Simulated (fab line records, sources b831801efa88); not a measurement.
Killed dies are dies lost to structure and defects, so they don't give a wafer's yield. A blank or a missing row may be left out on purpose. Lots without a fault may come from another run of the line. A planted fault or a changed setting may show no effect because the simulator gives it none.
A struck lot beside a sound one | flow sky130 | 16 steps out of a route of 708
Sound: wafers L721.1, L721.4, L721.6. Struck: wafers L730.1, L730.2, L730.6. The cause comes at the end.
At each step with rows: each side's tool, then ch and its chambers, then its first start. Under that, the readings that differ: sound wafers | struck wafers | difference of the means | sigmas: that difference in standard deviations of wafers without a fault.
alike: readings whose means differ by less than 2 such deviations, and words and numbers that are the same on both sides. not compared: withheld readings, readings that some wafer has no value for, bounds like >300 that may hide the same value, and numbers for which the record gives no deviation and whose values overlap.
The two part at a step that has a row with sigmas, a row that says differs or no value, or rows on one side only. Numbers that don't overlap but have no deviation are shown without sigmas and don't part them. A reading that every wafer of one side lacks parts them only if that side has two wafers or more.

first, 4 steps without rows for these wafers: SKY_LDD_N_IMPLANT_12; SKY_LDD_N_IMPLANT_13; SKY_LDD_N_IMPLANT_14; SKY_LDD_N_IMPLANT_15.
SKY_LDD_N_STRIP_16: strips in O2/N2.
  sound on plasma_asher-02 ch 0,1, day 20 04:00; struck on plasma_asher-02 ch 0,1, day 23 11:49
  reading                      | sound             | struck            | difference | sigmas
  oes_product_au (a.u.)        | 0.407 0.395 0.394 | 0.412 0.410 0.404 | +0.010     | +2
  strip_time_to_endpoint_s (s) | 4.311 4.318 4.291 | 4.348 4.327 4.353 | +0.036     | +2
  alike: drypump_motor_current_A
  not compared: rf_hours_counter_h
SKY_LDD_N_TW_MEAS_17:
  sound on film_metro-04, day 20 04:06; struck on film_metro-04, day 23 11:55
  alike: LDD_N_TW
then, 6 steps without rows for these wafers: SKY_LDD_P_DEHYDRATE_00 (time 60 s); SKY_LDD_P_HMDS_01 (prime time 60 s); SKY_LDD_P_COAT_02 (resist thk 1140 nm); SKY_LDD_P_SOFTBAKE_03 (time 60 s); SKY_LDD_P_EXPOSE_04 (exposes mask PSDM, target cd 380 nm); SKY_LDD_P_PEB_05.
SKY_LDD_P_DEVELOP_06: develop time 60 s.
  sound on litho_track-02 ch 0, day 21 10:57; struck on litho_track-01 ch 0, day 24 17:49
  reading              | sound             | struck            | difference | sigmas
  developer_temp_C (C) | 23.03 23.02 22.98 | 25.29 25.31 25.26 | +2.28      | +23
SKY_LDD_P_CD_MEAS_07: target cd 380 nm.
  sound on cd_sem-02, day 21 11:06; struck on cd_sem-01, day 24 17:58
  reading    | sound             | struck            | difference | sigmas
  cd_nm (nm) | 381.8 379.3 382.6 | 373.7 373.5 371.6 | -8.3       | -3
SKY_LDD_P_OVL_MEAS_08:
  sound on overlay-01, day 21 11:13; struck on overlay-02, day 24 18:05
  alike: LDD_P_OVL
SKY_PAD_OPEN_PROBE_99:
  the record has rows for the sound wafers here (prober-01, day 47 10:13) and none for the struck ones

WHERE THEY PART
First at SKY_LDD_N_STRIP_16; last, within this record, at SKY_PAD_OPEN_PROBE_99.

WHY: what the simulator had put in
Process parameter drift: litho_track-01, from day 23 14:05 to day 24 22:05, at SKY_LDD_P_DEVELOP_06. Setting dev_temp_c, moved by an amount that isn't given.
